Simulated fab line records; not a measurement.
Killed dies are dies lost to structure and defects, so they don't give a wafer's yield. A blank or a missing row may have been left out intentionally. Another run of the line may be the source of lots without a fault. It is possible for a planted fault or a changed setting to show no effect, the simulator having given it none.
The same fault as seen by 2 desks :: flow sky130 :: each desk has only its own numbers; what lay behind them comes last

## AT THE METROLOGY DESK
What the gauges read, lot by lot, whatever tool the lot ran on: means of the sampled wafers that have a number. If a lot's mean is further than 4 standard deviations from the usual mean, the lot is out of limits and carries the mark OUT (the distance appears in the brackets).
Columns: A = VIA2_W_THK at SKY_VIA2_THK_MEAS_23, usual 415 nm
lot: L572
first seen here: day 36 18:41
A: 411

lot: L573
first seen here: day 37 03:19
A: 415

lot: L577
first seen here: day 38 04:58
A: 407

lot: L576
first seen here: day 38 11:44
A: 415

lot: L578
first seen here: day 38 17:34
A: 413

lot: L579
first seen here: day 39 05:54
A: 407

lot: L580
first seen here: day 39 09:36
A: 409

lot: L582
first seen here: day 40 06:55
A: 422

lot: L583
first seen here: day 40 11:44
A: 425

lot: L584
first seen here: day 40 12:50
A: 412

lot: L585
first seen here: day 40 20:00
A: 412

lot: L586
first seen here: day 41 10:23
A: 413

lot: L587
first seen here: day 41 16:13
A: 408

lot: L590
first seen here: day 42 05:20
A: 417
Result from this desk: across the 14 lots, nothing is out of limits.

## DESK OF THE TOOL OWNER: cmp-02
The tool's own readings at SKY_VIA3_CMP_24 (polishes, stops on SiO2, t overpolish 20 s, target thk 0 nm): means of the sampled wafers that have a number, for each lot that ran on this tool. If a lot's mean is further than 4 standard deviations from the usual mean, the lot is out of limits and carries the mark OUT (the distance appears in the brackets).
Columns: A = motor current A at SKY_VIA3_CMP_24, usual 11.3 A; B = overpolish run s at SKY_VIA3_CMP_24, usual 20.000 s; C = time to endpoint s at SKY_VIA3_CMP_24, usual 92 s
lot: L577
first seen here: day 41 12:32
A: 12.7
B: 20.005
C: 92

lot: L576
first seen here: day 41 18:16
A: 11.8
B: 20.007
C: 91

lot: L583
first seen here: day 43 16:02
A: 10.3
B: 19.995
C: 88

lot: L584
first seen here: day 43 16:55
A: 13.8
B: 20.001
C: 88

lot: L585
first seen here: day 43 23:32
A: 12.9
B: 20.004
C: 77

lot: L586
first seen here: day 44 12:06
A: 11.5
B: 13.351 (-99 or more) OUT
C: 106

lot: L587
first seen here: day 44 17:20
A: 11.3
B: 13.349 (-99 or more) OUT
C: 110
This desk's verdict: out of limits on L586, L587, starting with L586 at day 44 12:06 (overpolish run s at SKY_VIA3_CMP_24). Within limits: L577, L576, L583, L584, L585.

## ALL TOGETHER
The tool owner's desk could have raised an alarm at day 44 12:06, on L586, L587.
Metrology desk: nothing out of limits seen.
The metrology desk holds a record of L586, L587, inside its limits.
On cmp-02, each named lot ran SKY_VIA3_CMP_24.

## WHAT HAD BEEN PUT IN BY THE SIMULATOR
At SKY_VIA3_CMP_24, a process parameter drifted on cmp-02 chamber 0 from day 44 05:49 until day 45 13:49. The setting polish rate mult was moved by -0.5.
Lots struck among those shown: L586, L587.
Each desk's first reading out of limits, in hours after the fault started: the tool owner's desk, 6.
